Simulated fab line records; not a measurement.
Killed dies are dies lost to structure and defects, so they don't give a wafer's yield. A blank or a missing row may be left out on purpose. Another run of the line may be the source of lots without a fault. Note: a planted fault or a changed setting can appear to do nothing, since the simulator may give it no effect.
A struck lot beside a sound one + flow gf180mcu + 14 out of 602 route steps
Sound: wafers L114.1, L114.2, L114.3. Struck: wafers L130.2, L130.4, L130.6. At the end, the cause is stated.
At each step with rows: each side's tool, then ch and its chambers, then its first start. Under that, the readings that differ: sound wafers + struck wafers + difference of the means + sigmas: that difference in standard deviations of wafers without a fault.
alike: same words and numbers on both sides, and readings whose means sit less than 2 such deviations apart. not compared: any withheld reading, any reading some wafer has no value for, any bound like >300 that may hide the same value, and any number with overlapping values for which the record gives no deviation.
The two part at a step that has a row with sigmas, a row that says differs or no value, or rows on one side only. When numbers do not overlap yet have no deviation, they are printed without sigmas and do not part them. A reading missing from all wafers of one side parts the sides only when that side holds two or more wafers.

first, 5 steps without rows for these wafers: GF_V1_COAT_09 (resist thk 1000 nm); GF_V1_SOFTBAKE_10 (time 60 s); GF_V1_EXPOSE_11 (exposes mask Via1, target cd 260 nm); GF_V1_PEB_12 (peb time 90 s); GF_V1_DEVELOP_13 (develop time 60 s).
GF_V1_CD_MEAS_14 targets a cd of 260 nm.
  sound on cd sem-02, day 19 21:50; struck on cd sem-01, day 25 09:39
  alike: cd nm
GF_V1_OVL_MEAS_15:
  sound on overlay-02, day 19 21:59; struck on overlay-02, day 25 09:45
| reading     | sound    | struck | difference | sigmas |
|-------------|----------|--------|------------|--------|
| V1_OVL (nm) | -1 -6 -4 | 10 9 8 | +13        | +2     |
GF_V1_ETCH_16: etches BARC in N2/H2.
  sound on rie diel-02 ch 0,1,3, day 19 22:01; struck on rie diel-02 ch 1,2,3, day 25 09:47
  alike: drypump motor current A, oes product au, throttle valve pct
GF_V1_ETCH_17: etches SiO2 in C4F8/O2/Ar, stops on TiN, target depth 630 nm.
  sound: rie diel-02 ch 0,1,3; struck: rie diel-02 ch 1,2,3
  alike: oes product au
GF_V1_STRIP_18: strips in O2/N2.
  sound on plasma asher-01 ch 0,1, day 19 22:08; struck on plasma asher-01 ch 1, day 25 09:55
  alike: drypump motor current A, heater power w, o2 flow sccm, oes product au
  not compared: rf hours counter h
then, 2 steps without rows for these wafers: GF_V1_STRIP_19 (strips in post etch residue remover, time 1200 s); GF_V1_CLEAN_20 (cleans in DIW).
GF_V1_SPUTTER_21: material Ti, target thk 15 nm, time 80.02 s.
  sound on pvd sputter-01, day 19 22:40; struck on pvd sputter-04, day 25 10:29
  no value came back on the struck wafers for cathode dc power W (W), chamber pressure pa (Pa), throttle valve pct (%), time s (s); on the sound wafers cathode dc power W (W) reads 2499.8 2499.6 2499.7
GF_V1_SPUTTER_22: material TiN, target thk 10 nm, time 40 s.
  sound on pvd sputter-01, day 19 22:44; struck on pvd sputter-04, day 25 10:32
  alike: cathode dc power W, chamber pressure pa, throttle valve pct

WHERE THEY PART
First at GF_V1_OVL_MEAS_15; last, within this record, at GF_V1_SPUTTER_21. Later steps at which nothing parts them and some readings are alike: GF_V1_SPUTTER_22.

WHY: the cause the simulator had injected
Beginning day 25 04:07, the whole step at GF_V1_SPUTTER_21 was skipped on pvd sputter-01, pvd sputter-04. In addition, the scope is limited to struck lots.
